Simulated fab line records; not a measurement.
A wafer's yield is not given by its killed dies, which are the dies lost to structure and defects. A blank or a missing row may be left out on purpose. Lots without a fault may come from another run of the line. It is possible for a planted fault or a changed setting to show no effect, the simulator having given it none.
The tool behind it: which one? | flow sky130 | Sampling: 12 lots, 36 wafers, 5 of 708 route steps

## WHAT EACH GAUGE READ, for each wafer
SKY_VT_ADJUST_HVTR_CD_MEAS_07: the cd target is 380 nm.
lot  | measured     | on        | cd nm (nm)
L677 | day 9 10:38  | cd sem-02 | 380.3 379.0 378.3
L678 | day 9 20:26  | cd sem-01 | 381.2 383.5 383.6
L680 | day 10 10:51 | cd sem-02 | 377.4 378.5 377.2
L682 | day 11 01:31 | cd sem-01 | 379.4 380.8 380.7
L684 | day 11 20:30 | cd sem-01 | 382.8 382.2 381.4
L685 | day 11 23:30 | cd sem-01 | 380.6 381.2 381.1
L687 | day 12 13:43 | cd sem-02 | 378.9 381.9 380.8
L694 | day 14 17:01 | cd sem-01 | 380.1 381.5 378.6
L695 | day 15 05:00 | cd sem-01 | 380.1 381.6 380.4
L696 | day 15 09:14 | cd sem-01 | 379.9 378.7 382.2
L697 | day 15 12:34 | cd sem-01 | 381.7 382.8 383.5
L700 | day 17 02:47 | cd sem-02 | 380.1 380.4 380.6

SKY_VT_ADJUST_HVTR_TW_MEAS_11.
lot  | measured     | on            | VT_ADJUST_HVTR_TW
L677 | day 9 11:01  | film metro-04 | 214.1 211.9 213.3
L678 | day 9 20:49  | film metro-02 | 212.8 214.6 213.8
L680 | day 10 11:15 | film metro-04 | 213.7 212.2 213.1
L682 | day 11 01:55 | film metro-04 | 211.5 211.1 212.8
L684 | day 11 20:54 | film metro-01 | 210.9 212.4 212.6
L685 | day 11 23:53 | film metro-04 | 211.8 212.3 210.4
L687 | day 12 14:07 | film metro-04 | 213.2 212.9 211.6
L694 | day 14 17:25 | film metro-01 | 201.1 203.6 202.4
L695 | day 15 05:25 | film metro-02 | 214.3 212.5 214.1
L696 | day 15 09:38 | film metro-04 | 208.7 210.5 209.5
L697 | day 15 12:58 | film metro-01 | 201.1 201.0 201.3
L700 | day 17 03:11 | film metro-04 | 210.3 211.7 210.1

SKY_VT_ADJUST_PCH_OVL_MEAS_07.
lot  | measured     | on         | VT_ADJUST_PCH_OVL (nm)
L677 | day 10 08:46 | overlay-01 | 0.5 -0.9 -0.5
L678 | day 10 19:58 | overlay-01 | -0.3 -1.3 -0.3
L680 | day 11 11:19 | overlay-02 | -0.3 0.6 -0.8
L682 | day 12 01:52 | overlay-02 | 1.6 1.5 1.2
L684 | day 12 21:13 | overlay-01 | 0.1 0.0 1.5
L685 | day 13 00:04 | overlay-01 | 0.4 1.0 3.6
L687 | day 13 15:43 | overlay-01 | 0.2 0.8 0.2
L694 | day 15 20:19 | overlay-01 | 0.9 1.1 0.2
L695 | day 16 09:49 | overlay-02 | -1.6 -2.4 -0.2
L696 | day 16 13:52 | overlay-01 | -1.3 -0.3 -0.4
L697 | day 16 16:55 | overlay-01 | 0.7 1.4 -1.2
L700 | day 18 09:10 | overlay-01 | 0.2 0.5 -0.3

## WHICH TOOL RAN EACH LOT (tool, then ch and the chambers of the sampled wafers, then the start)
lot  | SKY_NWELL_STRIP_25                   | SKY_VT_ADJUST_HVTR_IMPLANT_09
L677 | plasma asher-03 ch 0,1, day 5 08:13  | implanter-02 ch 0, day 9 10:47
L678 | plasma asher-03 ch 0,1, day 5 15:26  | implanter-04 ch 0, day 9 20:35
L680 | plasma asher-01 ch 0,1, day 6 03:43  | implanter-03 ch 0, day 10 11:01
L682 | plasma asher-01 ch 0,1, day 6 13:53  | implanter-04 ch 0, day 11 01:40
L684 | plasma asher-03 ch 0,1, day 7 05:56  | implanter-02 ch 0, day 11 20:40
L685 | plasma asher-03 ch 0,1, day 7 08:08  | implanter-03 ch 0, day 11 23:40
L687 | plasma asher-03 ch 0,1, day 7 19:47  | implanter-04 ch 0, day 12 13:53
L694 | plasma asher-03 ch 1, day 9 14:34    | implanter-04 ch 0, day 14 17:11
L695 | plasma asher-02 ch 0,1, day 10 00:14 | implanter-03 ch 0, day 15 05:10
L696 | plasma asher-01 ch 0,1, day 10 02:35 | implanter-02 ch 0, day 15 09:23
L697 | plasma asher-02 ch 0,1, day 10 05:41 | implanter-04 ch 0, day 15 12:44
L700 | plasma asher-02 ch 0, day 11 12:44   | implanter-03 ch 0, day 17 02:56
- SKY_NWELL_STRIP_25: strips in O2/N2.
- SKY_VT_ADJUST_HVTR_IMPLANT_09

## WHAT THE TOOLS THEMSELVES READ (means of the sampled wafers that have a number; where no wafer has one, the mark that the record gives instead)
SKY_NWELL_STRIP_25.
lot  | tool            | drypump motor current A (A) | n2 flow sccm (sccm) | o2 flow sccm (sccm) | oes product au (a.u.) | strip time to endpoint s (s)
L677 | plasma asher-03 | 5.2                         | 299.6               | 3000                | 0.720                 | 37.09
L678 | plasma asher-03 | 5.2                         | 300.7               | 3000                | 0.721                 | 36.84
L680 | plasma asher-01 | 5.7                         | 300.3               | 2995                | 0.720                 | 37.15
L682 | plasma asher-01 | 5.6                         | 300.2               | 3005                | 0.716                 | 36.91
L684 | plasma asher-03 | 5.4                         | 299.3               | 3004                | 0.721                 | 36.95
L685 | plasma asher-03 | 5.1                         | 300.7               | 2995                | 0.721                 | 36.92
L687 | plasma asher-03 | 5.4                         | 299.7               | 2992                | 0.725                 | 36.79
L694 | plasma asher-03 | 5.7                         | 301.8               | 3011                | 0.724                 | 36.99
L695 | plasma asher-02 | 5.6                         | 300.3               | 3006                | 0.722                 | 37.01
L696 | plasma asher-01 | 5.6                         | 300.4               | 2999                | 0.724                 | 36.89
L697 | plasma asher-02 | 5.6                         | 299.6               | 3003                | 0.725                 | 36.97
L700 | plasma asher-02 | 5.9                         | 300.3               | 2983                | 0.720                 | 36.90

SKY_VT_ADJUST_HVTR_IMPLANT_09.
lot  | tool         | beam energy keV | beam on s (s) | faraday current uA
L677 | implanter-02 | 9.996           | 9.94          | 11.90
L678 | implanter-04 | 10.000          | 10.08         | 11.76
L680 | implanter-03 | 10.003          | 10.21         | 11.59
L682 | implanter-04 | 10.002          | 9.66          | 12.23
L684 | implanter-02 | 10.002          | 10.00         | 11.87
L685 | implanter-03 | 9.998           | 10.02         | 11.82
L687 | implanter-04 | 10.000          | 9.89          | 11.97
L694 | implanter-04 | 9.997           | 8.40          | 14.10
L695 | implanter-03 | 10.001          | 10.10         | 11.75
L696 | implanter-02 | 9.999           | 10.19         | 11.66
L697 | implanter-04 | 10.001          | 8.39          | 14.13
L700 | implanter-03 | 9.998           | 10.07         | 11.79

## THE ANSWER, worked out from the rows above alone
Rule: usual is defined by the lots themselves. Put in order of their means at a reading, lots are off if they are a third of the lots or fewer, leave a main group of 4 or more, and stand apart from it by a gap of 3 or more times the standard deviation of the main group's means; of several such gaps the widest counts. If all means in a main group match to the digits the tables above print for the reading, that group is not used. A lot without any number at a reading at which 4 lots or more have one is off too. Any other lot the step has rows for is counted as sound. First the gauges in route order, then the tools' own readings, where a lot's mean is used as printed above. The first step at which some lot is off is used, and at that step the reading that is off furthest; a lot without a number counts as furthest.
Off: L694, L697, at SKY_VT_ADJUST_HVTR_TW_MEAS_11 (VT_ADJUST_HVTR_TW). Main group: mean 212.2, sd 1.3.
If a tool, at a process step before that reading, ran all the lots that are off and no sound lot after the first of them, it fits. Not tried: the gauges at SKY_VT_ADJUST_HVTR_TW_MEAS_11; whatever is off there is also off at SKY_VT_ADJUST_HVTR_IMPLANT_09, on other tools, and gauge error can't account for it. One fits: implanter-04 at SKY_VT_ADJUST_HVTR_IMPLANT_09. A fault onset in the window from L687 (day 12 13:53, its last sound lot) to L694 (day 14 17:11, its first lot off) fits.
The tool's own readings at SKY_VT_ADJUST_HVTR_IMPLANT_09 bear it out: on the lots that are off they differ by more than 5 times the standard deviation of the sound lots' means. beam on s reads 8.39 s there against 10.02 s on the sound lots; faraday current uA reads 14.12 there against 11.83 on the sound lots.

## WHAT THE SIMULATOR HAD INSERTED
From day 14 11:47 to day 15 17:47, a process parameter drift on implanter-04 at SKY_VT_ADJUST_HVTR_IMPLANT_09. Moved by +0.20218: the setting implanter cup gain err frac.
Shown lots that were struck: L694, L697. The rule above found the same.
